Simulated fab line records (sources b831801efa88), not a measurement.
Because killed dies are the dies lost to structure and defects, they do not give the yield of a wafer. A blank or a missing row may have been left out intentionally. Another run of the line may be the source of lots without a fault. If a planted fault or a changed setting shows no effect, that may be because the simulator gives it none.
Problem report, 8D (eight disciplines) form, completed by code :: flow sky130 :: the parts of the form that need people (team, actions taken, sign-off) are left out

1. WHAT IS WRONG
A mean of 139.6 nm is read at SKY_POLY_GATE_CD_MEAS_22 for cd_nm, taken on 1 wafer of 1 lot, against 150.0 nm (standard deviation 1.8) on wafers free of any fault. That puts it -5.8 standard deviations away from the usual mean.
First seen on wafer L481.5, day 20 05:29, on cd_sem-02. At this step, 33 wafers from 11 lots have a number in the record. Rule for "out", or "out of limits": more than 4 standard deviations from the usual mean. All remaining wafers that have a number are taken as sound.

2. WHAT IT IS; WHAT IT IS NOT
question: which readings at this step
is: cd_nm
is not: -

question: which lots
is: L481
is not: L470, L471, L472, L480, L485, L489, L490, L491, L492, L493

question: which wafers of those lots
is: L481.5
is not: L481.2, L481.3

question: read on which gauges
is: cd_sem-02
is not: cd_sem-01

question: when
is: from day 20 05:29
is not: up to then (14 sound wafers); but 18 sound wafers of L485, L489, L490, L491, L492, L493 came after

3. THE SUSPECTS, EACH WITH WHAT RULES IT OUT
Counting: a tool at a process step up to the reading stays a suspect if it ran every lot that is out. Sound lots after the first of them don't rule it out here, since some wafers of a struck lot are sound.
- the gauge at SKY_POLY_GATE_CD_MEAS_22: ruled out. All the wafers that are out were read on cd_sem-02, but those of them that SKY_POLY_GATE_STRIP_18 has rows for are out there too, on other tools.
- rie_diel-01 at SKY_POLY_GATE_ETCH_15 (etches BARC in N2/H2, stops on SiO2, time 118.5 s, target depth 110 nm): kept. It ran the lot that is out, L481 (day 20 03:44); its last sound lot up to then is L472 (day 17 07:02).
- plasma_asher-02 at SKY_POLY_GATE_STRIP_18 (strips in O2/N2): kept. It ran the lot that is out, L481 (day 20 03:59); its last sound lot up to then is L471 (day 17 11:41). Its own oes_product_au, strip_time_to_endpoint_s readings are out on those wafers.
- Within rie_diel-01 at SKY_POLY_GATE_ETCH_15: the wafers that are out ran in chamber 3; their sound lot-mates ran in chambers 0, 2.
- The sound lot-mates ran in chamber 1 of plasma_asher-02 at SKY_POLY_GATE_STRIP_18, but the wafers that are out ran in chamber 0.
After counting, rie_diel-01 at SKY_POLY_GATE_ETCH_15 and plasma_asher-02 at SKY_POLY_GATE_STRIP_18 remain.

4. THE CAUSE (what the simulator had put in)
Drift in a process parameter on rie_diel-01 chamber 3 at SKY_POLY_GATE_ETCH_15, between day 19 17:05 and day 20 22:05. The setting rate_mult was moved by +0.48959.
Counting leaves 2 suspects; this tool is one of them.

5. SEQUENCE OF EFFECTS, ordered by route
One row per reading whose mean, taken over the struck wafers that have a number, lies over 3 standard deviations from the usual. Only readings whose record carries a usual standard deviation are examined. hours: median over the lots of the time between each lot's start at the first step of this table that gives one and its start at this step. sigmas: the change, counted in usual standard deviations.
hours: 0
step: SKY_POLY_GATE_STRIP_18
reading: oes_product_au
usual: 0.361 a.u.
on struck wafers: 0.337
change: -0.024
sigmas: -5.9

hours: 0
step: SKY_POLY_GATE_STRIP_18
reading: strip_time_to_endpoint_s
usual: 3.16 s
on struck wafers: 2.62
change: -0.54
sigmas: -18

hours: 2
step: SKY_POLY_GATE_CD_MEAS_22
reading: cd_nm
usual: 150.0 nm
on struck wafers: 139.6
change: -10.4
sigmas: -5.8

hours: 672
step: SKY_PAD_OPEN_PROBE_99
reading: killed_at_front_end
usual: 14
on struck wafers: 417
change: +403
sigmas: +88

hours: 672
step: SKY_PAD_OPEN_PROBE_99
reading: killed_dies
usual: 86
on struck wafers: 492
change: +406
sigmas: +42

hours: 672
step: SKY_PAD_OPEN_PROBE_99
reading: killed_on_rim
usual: 17
on struck wafers: 96
change: +79
sigmas: +19
Process steps it contains:
- SKY_POLY_GATE_STRIP_18: strips in O2/N2.
- SKY_PAD_OPEN_PROBE_99
Later steps that measure or inspect, where all struck wafers having a row at the step show a number for every such reading and not one has moved that far: SKY_LDD_N_OVL_MEAS_07.

6. WHAT WOULD HAVE CAUGHT IT SOONER
12 hours passed between the start of the fault at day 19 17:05 and the first reading out of limits at a measuring or inspecting step in this record, taken at day 20 05:29.
Of the tool readings at SKY_POLY_GATE_ETCH_15 for which the record gives a usual standard deviation, none was out on any struck wafer, so an alarm limit of 4 standard deviations on them would not have fired.
The start of SKY_POLY_GATE_ETCH_15 on rie_diel-01 came by day 20 05:29 for every one of the lots that are out (1). Holding the tool at that point would not have protected any of them.
